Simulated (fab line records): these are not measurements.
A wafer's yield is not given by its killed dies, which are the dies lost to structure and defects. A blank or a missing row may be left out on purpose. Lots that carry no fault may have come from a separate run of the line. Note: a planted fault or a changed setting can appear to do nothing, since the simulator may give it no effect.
Which of the tools did it? || flow sfq-line || route of 325 steps, sampled at 1 step: 14 lots, 42 wafers

## WHAT THE GAUGES READ, wafer by wafer
The record holds no reading of a measuring or inspecting step that can be judged against a usual standard deviation.

## EACH LOT AND THE TOOL THAT RAN IT (in order: tool; ch and the chambers of the sampled wafers; start)
{"lot": "L238", "SFQ_TRILAYER_M4_LITHO_PEB_096": "litho-track-03 ch 0, day 41 00:58"}
{"lot": "L240", "SFQ_TRILAYER_M4_LITHO_PEB_096": "litho-track-03 ch 0, day 41 08:51"}
{"lot": "L243", "SFQ_TRILAYER_M4_LITHO_PEB_096": "litho-track-04 ch 0, day 41 18:26"}
{"lot": "L244", "SFQ_TRILAYER_M4_LITHO_PEB_096": "litho-track-04 ch 0, day 41 21:58"}
{"lot": "L245", "SFQ_TRILAYER_M4_LITHO_PEB_096": "litho-track-03 ch 0, day 41 23:10"}
{"lot": "L250", "SFQ_TRILAYER_M4_LITHO_PEB_096": "litho-track-03 ch 0, day 45 12:17"}
{"lot": "L252", "SFQ_TRILAYER_M4_LITHO_PEB_096": "litho-track-02, day 45 17:07"}
{"lot": "L253", "SFQ_TRILAYER_M4_LITHO_PEB_096": "litho-track-02, day 45 18:17"}
{"lot": "L255", "SFQ_TRILAYER_M4_LITHO_PEB_096": "litho-track-02 ch 0, day 45 20:41"}
{"lot": "L256", "SFQ_TRILAYER_M4_LITHO_PEB_096": "litho-track-02 ch 0, day 45 21:52"}
{"lot": "L258", "SFQ_TRILAYER_M4_LITHO_PEB_096": "litho-track-03 ch 0, day 51 07:41"}
{"lot": "L259", "SFQ_TRILAYER_M4_LITHO_PEB_096": "litho-track-03 ch 0, day 51 10:08"}
{"lot": "L260", "SFQ_TRILAYER_M4_LITHO_PEB_096": "litho-track-02 ch 0, day 52 20:36"}
{"lot": "L261", "SFQ_TRILAYER_M4_LITHO_PEB_096": "litho-track-02 ch 0, day 53 08:36"}
- SFQ_TRILAYER_M4_LITHO_PEB_096: peb time 60 s.

## AS READ BY THE TOOLS THEMSELVES (means over the sampled wafers that have a number; for cases with no such wafer, the mark the record gives instead)
SFQ_TRILAYER_M4_LITHO_PEB_096. Usual: chill-plate-temp-C 23.03 C, standard deviation 0.11; exhaust-pa 44.9 Pa, standard deviation 0.88.
{"lot": "L238", "tool": "litho-track-03", "chill-plate-temp-C (C)": 23.11, "exhaust-pa (Pa)": 44.5, "flag": ""}
{"lot": "L240", "tool": "litho-track-03", "chill-plate-temp-C (C)": 23.03, "exhaust-pa (Pa)": 45.3, "flag": ""}
{"lot": "L243", "tool": "litho-track-04", "chill-plate-temp-C (C)": 22.96, "exhaust-pa (Pa)": 45.0, "flag": ""}
{"lot": "L244", "tool": "litho-track-04", "chill-plate-temp-C (C)": 23.12, "exhaust-pa (Pa)": 44.2, "flag": ""}
{"lot": "L245", "tool": "litho-track-03", "chill-plate-temp-C (C)": 22.86, "exhaust-pa (Pa)": 44.6, "flag": ""}
{"lot": "L250", "tool": "litho-track-03", "chill-plate-temp-C (C)": 23.06, "exhaust-pa (Pa)": 44.7, "flag": ""}
{"lot": "L252", "tool": "litho-track-02", "chill-plate-temp-C (C)": "-", "exhaust-pa (Pa)": "-", "flag": "OFF"}
{"lot": "L253", "tool": "litho-track-02", "chill-plate-temp-C (C)": "-", "exhaust-pa (Pa)": "-", "flag": "OFF"}
{"lot": "L255", "tool": "litho-track-02", "chill-plate-temp-C (C)": 23.02, "exhaust-pa (Pa)": 44.5, "flag": ""}
{"lot": "L256", "tool": "litho-track-02", "chill-plate-temp-C (C)": 22.93, "exhaust-pa (Pa)": 45.0, "flag": ""}
{"lot": "L258", "tool": "litho-track-03", "chill-plate-temp-C (C)": 23.17, "exhaust-pa (Pa)": 44.4, "flag": ""}
{"lot": "L259", "tool": "litho-track-03", "chill-plate-temp-C (C)": 23.05, "exhaust-pa (Pa)": 44.7, "flag": ""}
{"lot": "L260", "tool": "litho-track-02", "chill-plate-temp-C (C)": 23.05, "exhaust-pa (Pa)": 45.1, "flag": ""}
{"lot": "L261", "tool": "litho-track-02", "chill-plate-temp-C (C)": 22.96, "exhaust-pa (Pa)": 44.1, "flag": ""}

## THE ANSWER, worked out from the rows above alone
Rule: take the mean of a lot's wafers that have a number; if it is more than 3 standard deviations from the usual mean, the lot is off. A lot without any number at a reading at which 4 lots or more have one is off too. Any other lot the step has rows for is counted as sound. First the gauges in route order, then the tools' own readings, where a lot's mean is used as printed above. At the first step where some lot is off, the reading lying furthest off is the one used; lots without a number count as furthest.
Off: L252, L253 (SFQ_TRILAYER_M4_LITHO_PEB_096, chill-plate-temp-C). Without a number there: L252, L253.
If a tool, at that step or one of the process steps before it, ran each lot that is off and ran no sound lot following the first of them, it fits. No candidate that was tried fits.

## WHAT THE SIMULATOR HAD PUT IN
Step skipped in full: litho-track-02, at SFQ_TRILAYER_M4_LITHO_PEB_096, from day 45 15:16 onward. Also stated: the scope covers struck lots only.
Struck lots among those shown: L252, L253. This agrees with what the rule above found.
